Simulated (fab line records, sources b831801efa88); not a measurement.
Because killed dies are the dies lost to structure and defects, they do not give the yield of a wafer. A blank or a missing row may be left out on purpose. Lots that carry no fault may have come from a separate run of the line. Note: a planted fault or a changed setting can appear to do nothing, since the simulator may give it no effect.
fab line records | flow sky130
[record] lots = 6 | wafers = 18 | last-day = 49
route steps=708 shown CAP2M@620 METAL4@621 PAD_OPEN@708
lots that met no fault: from a run of the same line without faults
start-h: start of the lot's first displayed wafer, in hours after the record's first day | wait-h: hours since the lot's step before | " unchanged from the row above | L1.1+2: one row covering several wafers at once | - value missing, or start not given | * or withheld: withheld | < > ~ a bound
route shown NAME@n: NAME is a module with steps in the file, n the number in the route of the first one | usual: mean/standard deviation of fault-free wafers | same: alike in all rows | chamber/n: place in a boat | sites: per-site readings | _std_site: how widely they spread, as a standard deviation | _edge_site: mean of outer sites minus mean of inner sites | radius-mm: how far each site lies from the wafer's centre | mask NAME#n: copy n | behind: the most recent tool/chamber to have shaped the wafer | hold: why the lot went on hold/how many hours it stayed there/how the hold came to an end | device: transistor that didn't switch, given as n, p or np | end of line: the same wafers' tests at the end of the route | for a step that has no rows: nothing shown but its recipe | killed: dies lost to structure and defects at the first sort, not the wafer's yield | map: dies across one wafer; x = killed, . = not, _ = none there
set.NAME: the setting as run; set.NAME@STEP: as run at that earlier step | model.NAME: the simulator's own value behind a step, which no gauge read
lots seen at some steps along the route; tables by step, rows by wafer
services: when a tool's chamber went out of use (start-h, in hours from the record's first day, below 0 if earlier), for how many hours, and the reason
[[steps]]
[step SKY_CAP2M_CLEAN_17]
[recipe] chemistry = O3/DIW | dry = n2-spin
[step SKY_METAL4_DEHYDRATE_05]
[recipe] temp-c = 200 | time-s = 60
[step SKY_METAL4_HMDS_06]
[recipe] prime-time-s = 60 | prime-temp-c = 120
[step SKY_METAL4_COAT_07]
[recipe] resist = BARC | temp-c = withheld | time-s = withheld | spin-rpm = 3000 | resist-thk-nm = 60
[step SKY_METAL4_COAT_08]
[recipe] resist = KrF-thick | spin-rpm = 3000 | resist-thk-nm = 1140
[step SKY_METAL4_SOFTBAKE_09]
[recipe] temp-c = 100 | time-s = 90 | resist = KrF-thick
[step SKY_METAL4_EXPOSE_10]
[recipe] mask-id = MM4 | na = 0.68 | source-shape = annular | sigma-inner = 0.4 | sigma-outer = 0.8 | target-cd-nm = 300 | dose-mj = 28
[step SKY_METAL4_PEB_11]
[recipe] peb-temp-c = withheld | peb-time-s = withheld | resist = KrF-thick
[step SKY_METAL4_DEVELOP_12]
[recipe] develop-time-s = 60 | resist = KrF-thick | dev-temp-c = 21
[step SKY_METAL4_CD_MEAS_13]
[recipe] target-cd-nm = 300
[usual] cd-nm = 299.8/1.7
lot.wafer | tool      | chamber | start-h | wait-h | cd-nm
L244.1    | cd-sem-01 | -       | 997.31  | -      | 299.9
L244.2    | "         | -       | "       | "      | 299.8
L244.6    | "         | -       | "       | "      | 298.9
L248.2    | cd-sem-01 | -       | 1034.58 | -      | 300.5
L248.3    | "         | -       | "       | "      | 301.0
L248.4    | "         | -       | "       | "      | 300.2
L253.1    | cd-sem-01 | -       | 1062.53 | -      | 297.5
L253.4    | "         | -       | "       | "      | 296.7
L253.5    | "         | -       | "       | "      | 297.0
L254.2    | cd-sem-02 | -       | 1070.50 | -      | 302.5
L254.3    | "         | -       | "       | "      | 301.4
L254.5    | "         | -       | "       | "      | 302.3
L256.1    | cd-sem-02 | -       | 1078.21 | -      | 300.2
L256.3    | "         | -       | "       | "      | 299.4
L256.6    | "         | -       | "       | "      | 299.1
L257.1    | cd-sem-01 | -       | 1085.16 | -      | 300.8
L257.2    | "         | -       | "       | "      | 301.2
L257.4    | "         | -       | "       | "      | 300.6
[step SKY_METAL4_OVL_MEAS_14]
[usual] METAL4_OVL = 1/5
lot.wafer | tool       | chamber | start-h | wait-h | METAL4_OVL[nm]
L244.1    | overlay-01 | -       | 997.43  | 0.1    | 9
L244.2    | "          | -       | "       | "      | 16
L244.6    | "          | -       | "       | "      | 8
L248.2    | overlay-02 | -       | 1034.68 | 0.1    | 1
L248.3    | "          | -       | "       | "      | 1
L248.4    | "          | -       | "       | "      | -1
L253.1    | overlay-01 | -       | 1062.65 | 0.1    | -1
L253.4    | "          | -       | "       | "      | -6
L253.5    | "          | -       | "       | "      | -6
L254.2    | overlay-02 | -       | 1070.61 | 0.1    | 8
L254.3    | "          | -       | "       | "      | 1
L254.5    | "          | -       | "       | "      | 6
L256.1    | overlay-02 | -       | 1078.33 | 0.1    | 0
L256.3    | "          | -       | "       | "      | -4
L256.6    | "          | -       | "       | "      | 5
L257.1    | overlay-01 | -       | 1085.28 | 0.1    | -4
L257.2    | "          | -       | "       | "      | -6
L257.4    | "          | -       | "       | "      | -3
[step SKY_METAL4_DESCUM_15]
[recipe] chemistry = O2 | source-power-w = 150 | bias-power-w = 0 | pressure-mtorr = 10 | temp-c = 40 | time-s = 8
[usual] chamber-pressure-mTorr = 10.000/0.0094 | drypump-motor-current-A = 5.5/0.49 | he-backside-leak-sccm = 3.30/0.23 | oes-product-au = 1.004/0.01
lot.wafer | tool         | chamber | start-h | wait-h | chamber-pressure-mTorr | drypump-motor-current-A | he-backside-leak-sccm | oes-product-au | rf-hours-counter-h
L244.1    | rie-metal-03 | 0       | 997.47  | 0.0    | 10.008                 | 5.0                     | 3.29                  | 1.022          | 8
L244.2    | "            | 1       | "       | "      | 9.995                  | 5.8                     | 3.12                  | 1.013          | 11
L244.6    | "            | 1       | "       | "      | 9.978                  | 5.8                     | 3.22                  | 1.009          | -
L248.2    | rie-metal-03 | 1       | 1034.71 | 0.0    | 10.013                 | 5.8                     | 3.14                  | 1.004          | 13
L248.3    | "            | 1       | "       | "      | 9.996                  | 5.8                     | 3.37                  | 0.995          | -
L248.4    | "            | 0       | "       | "      | 9.987                  | 5.0                     | 3.44                  | 1.010          | -
L253.1    | rie-metal-03 | 1       | 1062.69 | 0.0    | 10.010                 | 5.8                     | 3.16                  | 1.026          | 15
L253.4    | "            | 0       | "       | "      | 10.002                 | 5.0                     | 2.95                  | 1.014          | -
L253.5    | "            | 1       | "       | "      | 9.995                  | 5.8                     | 3.29                  | 1.016          | -
L254.2    | rie-metal-02 | 1       | 1070.64 | 0.0    | 9.991                  | 6.3                     | 3.27                  | 0.988          | 16
L254.3    | "            | 0       | "       | "      | 10.005                 | 6.0                     | 3.40                  | 1.027          | -
L254.5    | "            | 0       | "       | "      | 9.985                  | 6.0                     | 3.30                  | 1.014          | -
L256.1    | rie-metal-03 | 1       | 1078.37 | 0.0    | 9.989                  | 5.8                     | 3.11                  | 1.006          | 16
L256.3    | "            | 0       | "       | "      | 10.018                 | 5.0                     | 3.24                  | 1.006          | -
L256.6    | "            | 1       | "       | "      | 9.999                  | 5.8                     | 3.28                  | 1.007          | -
L257.1    | rie-metal-02 | 0       | 1085.31 | 0.0    | 9.996                  | 6.0                     | 3.35                  | 1.011          | 21
L257.2    | "            | 1       | "       | "      | 9.992                  | 6.3                     | 3.28                  | 0.995          | 17
L257.4    | "            | 1       | "       | "      | 9.999                  | 6.3                     | 3.37                  | 0.996          | -
[step SKY_METAL4_ETCH_16]
[recipe] chemistry = N2/H2 | target = BARC | ion-energy-ev = 200 | bias-w = 100 | pressure-mtorr = 30 | n2-flow-sccm = 100 | h2-flow-sccm = 200 | icp-w = 500 | stop-on = SiO2 | time-s = 88.2 | target-depth-a = 600
[usual] chamber-pressure-mTorr = 30.002/0.028 | drypump-motor-current-A = 5.5/0.5 | he-backside-leak-sccm = 3.31/0.17 | oes-product-au = 0.626/0.0044 | throttle-valve-pct = 13.205/0.0087
lot.wafer | tool         | chamber | start-h | wait-h | chamber-pressure-mTorr | drypump-motor-current-A | he-backside-leak-sccm | oes-product-au | rf-hours-counter-h | throttle-valve-pct | model.KrF-thick_of_METAL4_COAT_08.thk-nm | model.METAL4.cd-nm
L244.1    | rie-metal-03 | 0       | 997.50  | 0.0    | 30.032                 | 5.0                     | 3.30                  | 0.621          | 8                  | 13.196             | 1073                                     | 301
L244.2    | "            | 1       | "       | "      | 30.020                 | 5.8                     | 3.17                  | 0.625          | 11                 | 13.215             | 1069                                     | 299.3
L244.6    | "            | 1       | "       | "      | 29.987                 | 5.8                     | 3.08                  | 0.623          | -                  | 13.208             | 1073                                     | 299.1
L248.2    | rie-metal-03 | 1       | 1034.74 | 0.0    | 30.000                 | 5.8                     | 3.25                  | 0.625          | 13                 | 13.196             | 1077                                     | 301
L248.3    | "            | 1       | "       | "      | 29.958                 | 5.8                     | 3.21                  | 0.628          | -                  | 13.207             | 1077                                     | 300.5
L248.4    | "            | 0       | "       | "      | 29.968                 | 5.0                     | 3.02                  | 0.622          | -                  | 13.190             | 1076                                     | 301.4
L253.1    | rie-metal-03 | 1       | 1062.72 | 0.0    | 30.003                 | 5.8                     | 3.22                  | 0.625          | 15                 | 13.193             | 1077                                     | 299.8
L253.4    | "            | 0       | "       | "      | 29.983                 | 5.0                     | 3.26                  | 0.627          | -                  | 13.205             | 1087                                     | 302.3
L253.5    | "            | 1       | "       | "      | 29.993                 | 5.8                     | 3.31                  | 0.626          | -                  | 13.197             | 1075                                     | 298.5
L254.2    | rie-metal-02 | 1       | 1070.67 | 0.0    | 30.034                 | 6.4                     | 3.34                  | 0.622          | 16                 | 13.196             | 1083                                     | 301.7
L254.3    | "            | 0       | "       | "      | 30.038                 | 6.0                     | 3.36                  | 0.634          | -                  | 13.209             | 1083                                     | 301.3
L254.5    | "            | 0       | "       | "      | 30.015                 | 6.0                     | 3.32                  | 0.626          | -                  | 13.188             | 1077                                     | 301.4
L256.1    | rie-metal-03 | 1       | 1078.40 | 0.0    | 30.010                 | 5.9                     | 3.26                  | 0.629          | 16                 | 13.205             | 1073                                     | 300
L256.3    | "            | 0       | "       | "      | 30.002                 | 5.0                     | 3.36                  | 0.619          | -                  | 13.205             | 1084                                     | 304.1
L256.6    | "            | 1       | "       | "      | 29.991                 | 5.8                     | 3.27                  | 0.626          | -                  | 13.197             | 1072                                     | 297.2
L257.1    | rie-metal-02 | 0       | 1085.35 | 0.0    | 30.040                 | 6.0                     | 3.60                  | 0.628          | 21                 | 13.218             | 1076                                     | 299.1
L257.2    | "            | 1       | "       | "      | 30.018                 | 6.4                     | 3.30                  | 0.628          | 17                 | 13.206             | 1081                                     | 300.8
L257.4    | "            | 1       | "       | "      | 30.019                 | 6.3                     | 3.19                  | 0.620          | -                  | 13.222             | 1088                                     | 300.5
[step SKY_METAL4_ETCH_17]
[recipe] target = SiO2 | stop-on = TiN | chemistry = C4F8/O2/Ar | source-w = 1500 | bias-w = 1200 | pressure-mtorr = 40 | c4f8-flow-sccm = withheld | O2_flow_sccm = 6 | Ar_flow_sccm = 300 | time-s = 3.9 | target-depth-a = 150
[usual] chamber-pressure-mTorr = 40.00/0.036 | oes-product-au = 0.753/0.0063
lot.wafer | tool        | chamber | start-h | wait-h | chamber-pressure-mTorr | oes-product-au | rf-hours-counter-h | model.METAL4.cd-nm
L244.1    | rie-diel-03 | 1       | 997.60  | 0.1    | 40.03                  | 0.756          | 28                 | 300.9
L244.2    | "           | 0       | "       | "      | 39.98                  | 0.746          | 21                 | 299.3
L244.6    | "           | 1       | "       | "      | 40.02                  | 0.755          | -                  | 299
L248.2    | rie-diel-01 | 2       | 1034.84 | 0.1    | 40.01                  | 0.738          | 10                 | 301
L248.3    | "           | 1       | "       | "      | 39.99                  | 0.741          | 6                  | 300.6
L248.4    | "           | 3       | "       | "      | 40.07                  | 0.743          | 16                 | 301.4
L253.1    | rie-diel-01 | 1       | 1062.82 | 0.1    | 39.99                  | 0.754          | 6                  | 299.8
L253.4    | "           | 3       | "       | "      | 40.07                  | 0.759          | 16                 | 302.4
L253.5    | "           | 1       | "       | "      | 40.01                  | 0.756          | -                  | 298.5
L254.2    | rie-diel-04 | 0       | 1070.77 | 0.1    | 39.95                  | 0.754          | 7                  | 301.7
L254.3    | "           | 1       | "       | "      | 40.06                  | 0.751          | 14                 | 301.2
L254.5    | "           | 3       | "       | "      | 40.01                  | 0.759          | -                  | 301.3
L256.1    | rie-diel-04 | 2       | 1078.50 | 0.1    | 40.01                  | 0.742          | 13                 | 300.1
L256.3    | "           | 1       | "       | "      | 40.06                  | 0.746          | 15                 | 304.1
L256.6    | "           | 3       | "       | "      | 39.97                  | 0.760          | -                  | 297.2
L257.1    | rie-diel-04 | 2       | 1085.44 | 0.1    | 39.98                  | 0.752          | 13                 | 299.1
L257.2    | "           | 1       | "       | "      | 40.01                  | 0.755          | 15                 | 300.7
L257.4    | "           | 3       | "       | "      | 39.93                  | 0.754          | 13                 | 300.5
[step SKY_METAL4_METAL_ETCH_18]
[recipe] target-depth-a = 8450 | stop-on = SiO2 | over-etch-frac = 0.3 | time-s = 183.1 | chemistry = Cl2/BCl3 | resist-sidewall-deg = 88 | pressure-mtorr = 10 | icp-w = 900 | bias-w = 48.5 | Cl2_flow_sccm = 60 | bcl3-flow-sccm = 30
[usual] chamber-pressure-mTorr = 10.000/0.011 | drypump-motor-current-A = 5.5/0.53 | he-backside-leak-sccm = 3.34/0.18 | oes-product-au = 0.866/0.0075 | throttle-valve-pct = 22.265/0.0096
lot.wafer | tool         | chamber | start-h | wait-h | chamber-pressure-mTorr | drypump-motor-current-A | he-backside-leak-sccm | oes-product-au | rf-hours-counter-h | throttle-valve-pct
L244.1    | rie-metal-02 | 0       | 997.62  | 0.0    | 9.993                  | 6.0                     | 3.43                  | 0.867          | 15                 | 22.258
L244.2    | "            | 1       | "       | "      | 9.984                  | 6.3                     | 3.29                  | 0.858          | 12                 | 22.265
L244.6    | "            | 0       | "       | "      | 10.008                 | 6.0                     | 3.48                  | 0.862          | -                  | 22.269
L248.2    | rie-metal-01 | 0       | 1034.86 | 0.0    | 9.992                  | 5.3                     | 3.76                  | 0.863          | 14                 | 22.277
L248.3    | "            | 1       | "       | "      | 9.999                  | 4.9                     | 3.11                  | 0.866          | -                  | 22.281
L248.4    | "            | 0       | "       | "      | 9.990                  | 5.3                     | 3.68                  | 0.867          | -                  | 22.271
L253.1    | rie-metal-01 | 1       | 1062.84 | 0.0    | 10.002                 | 4.9                     | 3.10                  | 0.871          | 22                 | 22.257
L253.4    | "            | 1       | "       | "      | 10.015                 | 4.8                     | 3.18                  | 0.867          | -                  | 22.265
L253.5    | "            | 0       | "       | "      | 9.999                  | 5.3                     | 3.40                  | 0.872          | -                  | 22.258
L254.2    | rie-metal-01 | 1       | 1070.79 | 0.0    | 9.990                  | 4.9                     | 3.07                  | 0.872          | 22                 | 22.285
L254.3    | "            | 0       | "       | "      | 9.995                  | 5.2                     | 3.61                  | 0.878          | -                  | 22.282
L254.5    | "            | 0       | "       | "      | 10.006                 | 5.3                     | 3.56                  | 0.879          | -                  | 22.269
L256.1    | rie-metal-01 | 1       | 1078.52 | 0.0    | 9.995                  | 4.9                     | 3.33                  | 0.866          | 23                 | 22.261
L256.3    | "            | 1       | "       | "      | 10.012                 | 4.9                     | 3.12                  | 0.876          | -                  | 22.265
L256.6    | "            | 1       | "       | "      | 10.000                 | 4.8                     | 3.31                  | 0.868          | -                  | 22.246
L257.1    | rie-metal-03 | 1       | 1085.46 | 0.0    | 10.000                 | 5.8                     | 3.14                  | 0.857          | 16                 | 22.251
L257.2    | "            | 0       | "       | "      | 10.017                 | 5.0                     | 3.47                  | 0.857          | 13                 | 22.258
L257.4    | "            | 1       | "       | "      | 9.999                  | 5.9                     | 3.12                  | 0.871          | -                  | 22.278
[step SKY_PAD_OPEN_PROBE_99]
[usual] defect-limited-yield = 82.6/2.2 | killed_at_M0_to_M3 = 43/7.9 | killed_at_M4_up = 2.9/1.8 | killed-at-contacts = 24/5.5 | killed-at-front-end = 15/4.2 | killed-at-other = 0.2/0.46 | killed-dies = 86/11 | killed-on-rim = 17/4.1 | killed-open = 47/8.1 | killed-short = 39/6.4 | sort_bin_3_pad_short = 0.9/0.44 | sort_bin_5_function = 10.3/1.4 | sort_bin_6_memory = 6.3/1.3 | sort-n-pass = 406/11 | sort-yield-pct = 82.6/2.2
[same] gross-dies = 492 | killed-at-back-side = 0 | sort_bin_4_leakage[%] = 0 | sort_bin_8_speed[%] = 0
lot.wafer | tool      | chamber | start-h | wait-h | defect-limited-yield[%] | killed_at_M0_to_M3 | killed_at_M4_up | killed-at-contacts | killed-at-front-end | killed-at-other | killed-dies | killed-on-rim | killed-open | killed-short | sort_bin_3_pad_short[%] | sort_bin_5_function[%] | sort_bin_6_memory[%] | sort-n-pass | sort-yield-pct[%]
L244.1    | prober-01 | -       | 1092.84 | 0.1    | 78.7                    | 46                 | 3               | 43                 | 13                  | 0               | 105         | 21            | 64          | 41           | 0.8                     | 13.4                   | 7.1                  | 387         | 78.7
L244.2    | prober-01 | -       | 1092.89 | 0.1    | 80.7                    | 51                 | 0               | 28                 | 16                  | 0               | 95          | 21            | 47          | 48           | 1.0                     | 9.8                    | 8.5                  | 397         | 80.7
L244.6    | prober-01 | -       | 1093.09 | 0.2    | 81.3                    | 44                 | 3               | 28                 | 17                  | 0               | 92          | 17            | 41          | 51           | 1.0                     | 11.2                   | 6.5                  | 400         | 81.3
L248.2    | prober-02 | -       | 1123.70 | 0.1    | 82.3                    | 53                 | 4               | 15                 | 15                  | 0               | 87          | 20            | 51          | 36           | 1.0                     | 10.2                   | 6.5                  | 405         | 82.3
L248.3    | prober-02 | -       | 1123.75 | 0.2    | 83.7                    | 37                 | 4               | 25                 | 14                  | 0               | 80          | 14            | 43          | 37           | 0.6                     | 8.3                    | 7.3                  | 412         | 83.7
L248.4    | prober-02 | -       | 1123.80 | 0.2    | 82.1                    | 44                 | 1               | 26                 | 17                  | 0               | 88          | 22            | 52          | 36           | 0.4                     | 12.2                   | 5.3                  | 404         | 82.1
L253.1    | prober-02 | -       | 1149.68 | 0.1    | 83.7                    | 38                 | 4               | 18                 | 19                  | 1               | 80          | 10            | 51          | 29           | 0.2                     | 9.3                    | 6.7                  | 412         | 83.7
L253.4    | prober-02 | -       | 1149.83 | 0.2    | 83.9                    | 43                 | 0               | 23                 | 12                  | 1               | 79          | 18            | 42          | 37           | 1.0                     | 10.0                   | 5.1                  | 413         | 83.9
L253.5    | prober-02 | -       | 1149.88 | 0.2    | 82.3                    | 46                 | 2               | 23                 | 15                  | 1               | 87          | 16            | 46          | 41           | 1.4                     | 11.0                   | 5.3                  | 405         | 82.3
L254.2    | prober-01 | -       | 1157.57 | 0.1    | 80.5                    | 56                 | 3               | 22                 | 15                  | 0               | 96          | 18            | 58          | 38           | 1.6                     | 10.6                   | 7.3                  | 396         | 80.5
L254.3    | prober-01 | -       | 1157.62 | 0.2    | 84.8                    | 42                 | 6               | 16                 | 11                  | 0               | 75          | 12            | 40          | 35           | 0.8                     | 10.6                   | 3.9                  | 417         | 84.8
L254.5    | prober-01 | -       | 1157.72 | 0.2    | 86.0                    | 37                 | 2               | 15                 | 15                  | 0               | 69          | 12            | 40          | 29           | 0.6                     | 8.3                    | 5.1                  | 423         | 86.0
L256.1    | prober-01 | -       | 1163.35 | 0.1    | 85.4                    | 38                 | 3               | 20                 | 11                  | 0               | 72          | 12            | 42          | 30           | 1.8                     | 8.3                    | 4.5                  | 420         | 85.4
L256.3    | prober-01 | -       | 1163.45 | 0.2    | 83.7                    | 45                 | 3               | 21                 | 11                  | 0               | 80          | 15            | 43          | 37           | 1.0                     | 9.8                    | 5.5                  | 412         | 83.7
L256.6    | prober-01 | -       | 1163.60 | 0.2    | 87.4                    | 18                 | 2               | 26                 | 16                  | 0               | 62          | 13            | 38          | 24           | 0.8                     | 6.3                    | 5.5                  | 430         | 87.4
L257.1    | prober-02 | -       | 1168.88 | 0.1    | 81.3                    | 51                 | 1               | 22                 | 17                  | 1               | 92          | 19            | 50          | 42           | 1.0                     | 11.8                   | 5.9                  | 400         | 81.3
L257.2    | prober-02 | -       | 1168.93 | 0.1    | 80.1                    | 56                 | 7               | 18                 | 17                  | 0               | 98          | 22            | 48          | 50           | 2.2                     | 11.4                   | 6.3                  | 394         | 80.1
L257.4    | prober-02 | -       | 1169.03 | 0.2    | 81.7                    | 52                 | 4               | 22                 | 12                  | 0               | 90          | 18            | 49          | 41           | 0.8                     | 10.4                   | 7.1                  | 402         | 81.7
// killed by level:class
L244.1 CONTACT:geometric-particle:open=18 LI_CONTACT:geometric-particle:open=13 VIA1:geometric-particle:open=11 VIA2:geometric-particle:open=8 VIA3:geometric-particle:open=7 CONTACT:geometric-particle:short=6 VIA1:geometric-particle:short=5 METAL2:geometric-particle:short=4
L244.2 VIA1:geometric-particle:open=12 LI_CONTACT:geometric-particle:open=8 LOCAL_INTERCONNECT:geometric-particle:short=7 VIA3:geometric-particle:open=7 CONTACT:geometric-particle:short=7 VIA2:geometric-particle:open=7 METAL1:geometric-particle:short=6 FIELD_ISO:geometric-particle:short=5
L244.6 CONTACT:geometric-particle:short=9 VIA1:geometric-particle:short=9 VIA1:geometric-particle:open=8 CONTACT:geometric-particle:open=7 LI_CONTACT:geometric-particle:open=6 METAL1:geometric-particle:short=5 VIA3:geometric-particle:open=5 FIELD_ISO:geometric-particle:open=4
L248.2 VIA1:geometric-particle:open=9 VIA2:geometric-particle:open=9 VIA3:geometric-particle:open=9 CONTACT:geometric-particle:open=7 FIELD_ISO:geometric-particle:open=6 VIA1:geometric-particle:short=5 METAL1:geometric-particle:short=5 LI_CONTACT:geometric-particle:open=4
L248.3 CONTACT:geometric-particle:open=9 VIA1:geometric-particle:short=7 VIA3:geometric-particle:open=7 FIELD_ISO:geometric-particle:open=5 VIA1:geometric-particle:open=5 CONTACT:geometric-particle:short=5 LOCAL_INTERCONNECT:geometric-particle:short=5 VIA3:geometric-particle:short=5
L248.4 VIA1:geometric-particle:open=13 CONTACT:geometric-particle:open=8 CONTACT:geometric-particle:short=7 LI_CONTACT:geometric-particle:open=6 VIA2:geometric-particle:open=6 VIA3:geometric-particle:open=6 FIELD_ISO:geometric-particle:short=5 LOCAL_INTERCONNECT:geometric-particle:short=4
L253.1 VIA3:geometric-particle:open=10 CONTACT:geometric-particle:open=8 VIA1:geometric-particle:open=8 FIELD_ISO:geometric-particle:open=6 VIA2:geometric-particle:open=6 LI_CONTACT:geometric-particle:open=4 METAL1:geometric-particle:short=4 VIA1:geometric-particle:short=4
L253.4 VIA1:geometric-particle:open=8 CONTACT:geometric-particle:open=8 VIA3:geometric-particle:open=6 METAL2:geometric-particle:short=6 VIA2:geometric-particle:open=6 VIA1:geometric-particle:short=5 FIELD_ISO:geometric-particle:open=4 LI_CONTACT:geometric-particle:open=4
L253.5 VIA2:geometric-particle:open=9 VIA3:geometric-particle:open=8 VIA1:geometric-particle:open=7 CONTACT:geometric-particle:open=6 CONTACT:geometric-particle:short=5 VIA1:geometric-particle:short=5 LI_CONTACT:geometric-particle:open=4 LOCAL_INTERCONNECT:geometric-particle:short=4
L254.2 VIA1:geometric-particle:open=15 VIA2:geometric-particle:open=12 LI_CONTACT:geometric-particle:open=7 VIA3:geometric-particle:open=7 CONTACT:geometric-particle:open=6 METAL2:geometric-particle:short=6 POLY_GATE:geometric-particle:open=4 CONTACT:geometric-particle:short=4
L254.3 VIA1:geometric-particle:open=12 METAL2:geometric-particle:short=9 LI_CONTACT:geometric-particle:open=8 VIA2:geometric-particle:open=7 CONTACT:geometric-particle:short=5 VIA2:geometric-particle:short=5 METAL4:geometric-particle:short=5 FIELD_ISO:geometric-particle:open=3
L254.5 LI_CONTACT:geometric-particle:open=9 VIA2:geometric-particle:open=7 METAL2:geometric-particle:short=7 VIA1:geometric-particle:short=6 VIA1:geometric-particle:open=6 POLY_GATE:geometric-particle:open=4 CONTACT:geometric-particle:open=4 VIA3:geometric-particle:short=3
L256.1 VIA1:geometric-particle:open=8 VIA3:geometric-particle:open=7 CONTACT:geometric-particle:open=6 LI_CONTACT:geometric-particle:open=5 LOCAL_INTERCONNECT:geometric-particle:short=4 CONTACT:geometric-particle:short=4 METAL2:geometric-particle:short=4 VIA2:geometric-particle:open=4
L256.3 VIA1:geometric-particle:open=11 VIA2:geometric-particle:open=9 LI_CONTACT:geometric-particle:open=6 LOCAL_INTERCONNECT:geometric-particle:short=6 VIA3:geometric-particle:open=5 POLY_GATE:geometric-particle:short=4 METAL1:geometric-particle:short=4 VIA1:geometric-particle:short=4
L256.6 CONTACT:geometric-particle:open=13 POLY_GATE:geometric-particle:short=7 VIA3:geometric-particle:open=6 LI_CONTACT:geometric-particle:open=5 POLY_GATE:geometric-particle:open=4 LOCAL_INTERCONNECT:geometric-particle:short=4 METAL1:geometric-particle:short=4 CONTACT:geometric-particle:short=3
L257.1 VIA2:geometric-particle:open=10 VIA1:geometric-particle:open=9 CONTACT:geometric-particle:open=7 CONTACT:geometric-particle:short=6 VIA3:geometric-particle:open=6 POLY_GATE:geometric-particle:short=5 VIA2:geometric-particle:short=5 FIELD_ISO:geometric-particle:open=4
L257.2 VIA1:geometric-particle:short=11 VIA1:geometric-particle:open=10 METAL1:geometric-particle:short=9 VIA3:geometric-particle:open=7 POLY_GATE:geometric-particle:open=7 CONTACT:geometric-particle:open=7 METAL4:geometric-particle:short=6 VIA2:geometric-particle:open=6
L257.4 VIA1:geometric-particle:open=14 METAL1:geometric-particle:short=8 VIA2:geometric-particle:open=7 VIA3:geometric-particle:open=6 LI_CONTACT:geometric-particle:open=6 CONTACT:geometric-particle:open=6 VIA2:geometric-particle:short=5 FIELD_ISO:geometric-particle:short=4
[[services]]
tool         | chamber | start-h | hours | kind
rie-diel-04  | 2       | 982.73  | 30.4  | repair
rie-diel-01  | 0       | 1004.77 | 5.9   | repair
rie-diel-01  | 1       | 1024.30 | 2.1   | repair
rie-diel-03  | 1       | 1028.45 | -     | clean
rie-diel-03  | 1       | 1028.45 | 30.6  | scheduled-down
rie-diel-03  | 1       | 1028.45 | 30.6  | vent-cycle
rie-metal-02 | -       | 1028.71 | 2.8   | pm
rie-metal-01 | -       | 1059.48 | 1.4   | pm
rie-diel-01  | 2       | 1064.64 | 51.9  | repair
rie-diel-04  | -       | 1082.20 | 2.8   | pm
[[key]]
first-sign none at tools or gauges
[model-effect] step = SKY_METAL4_ETCH_16 | value = KrF-thick_of_METAL4_COAT_08.thk-nm | without = 1073 | struck = 1085
[model-effect] step = SKY_METAL4_ETCH_17 | value = METAL4.cd-nm | without = 299.3 | struck = 303.2
met-at SKY_METAL4_ETCH_16
struck-wafers L253.4,L256.3
onset-between 1034.74 1062.72
[fault] kind = process-parameter-drift | tool = rie-metal-03 | chamber = 0 | onset-h = 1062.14 | steps = SKY_METAL4_ETCH_16 | channel = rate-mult | offset = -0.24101 | shape = step | end-h = 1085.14
